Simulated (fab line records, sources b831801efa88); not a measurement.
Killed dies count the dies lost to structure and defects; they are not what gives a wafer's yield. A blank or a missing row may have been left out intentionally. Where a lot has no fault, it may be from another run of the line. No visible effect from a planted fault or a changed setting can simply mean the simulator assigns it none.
2 desks, one fault ; flow gf180mcu ; every desk sees just its own numbers, and what lay behind them comes last

TOOL OWNER'S DESK, litho_track-03
The tool's own readings at GF_V5_PEB_12 (peb time 90 s): means of the sampled wafers that have a number, for each lot that ran on this tool. If a lot's mean is further than 4 standard deviations from the usual mean, the lot is out of limits and carries the mark OUT (the distance appears in the brackets).
Columns: A = heater_power_total_W at GF_V5_PEB_12, usual 85.69 W
lot;first seen here;A
L261;day 27 09:24;85.70
L268;day 29 19:28;86.48 (+9.0) OUT
L272;day 30 17:33;86.12 (+4.9) OUT
L283;day 33 14:09;85.73
This desk finds L268, L272 out of limits, L268 being first, at day 29 19:28 (heater_power_total_W at GF_V5_PEB_12). L261, L283 stayed within limits.

METROLOGY DESK
What the gauges read, lot by lot, whatever tool the lot ran on: means of the sampled wafers that have a number. If a lot's mean is further than 4 standard deviations from the usual mean, the lot is out of limits and carries the mark OUT (the distance appears in the brackets).
Columns: A = cd_nm at GF_M5_CD_MEAS_07, usual 279.8 nm
lot;first seen here;A
L260;day 26 02:47;278.3
L261;day 26 11:45;279.6
L267;day 28 13:33;280.5
L268;day 28 22:26;280.3
L271;day 29 14:17;279.0
L272;day 29 23:06;278.9
L275;day 30 21:06;279.8
L279;day 31 18:12;280.4
L280;day 32 01:30;281.0
L281;day 32 07:33;279.4
L282;day 32 11:14;281.9
L283;day 32 20:45;279.9
This desk's verdict: no lot among the 12 shows anything out of limits.

TAKEN TOGETHER
The tool owner's desk could have raised an alarm at day 29 19:28, on L268, L272.
At the metrology desk, nothing out of limits was observed.
The metrology desk has L268, L272 on record, within its limits.
All the named lots went through GF_V5_PEB_12 on litho_track-03.

WHAT WAS PUT IN BY THE SIMULATOR
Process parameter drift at GF_V5_PEB_12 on litho_track-03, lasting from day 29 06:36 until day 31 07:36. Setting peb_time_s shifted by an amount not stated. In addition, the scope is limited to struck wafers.
Struck lots among those shown: L268, L272.
Hours from the fault's start to each desk's first reading out of limits: the tool owner's desk, 13.
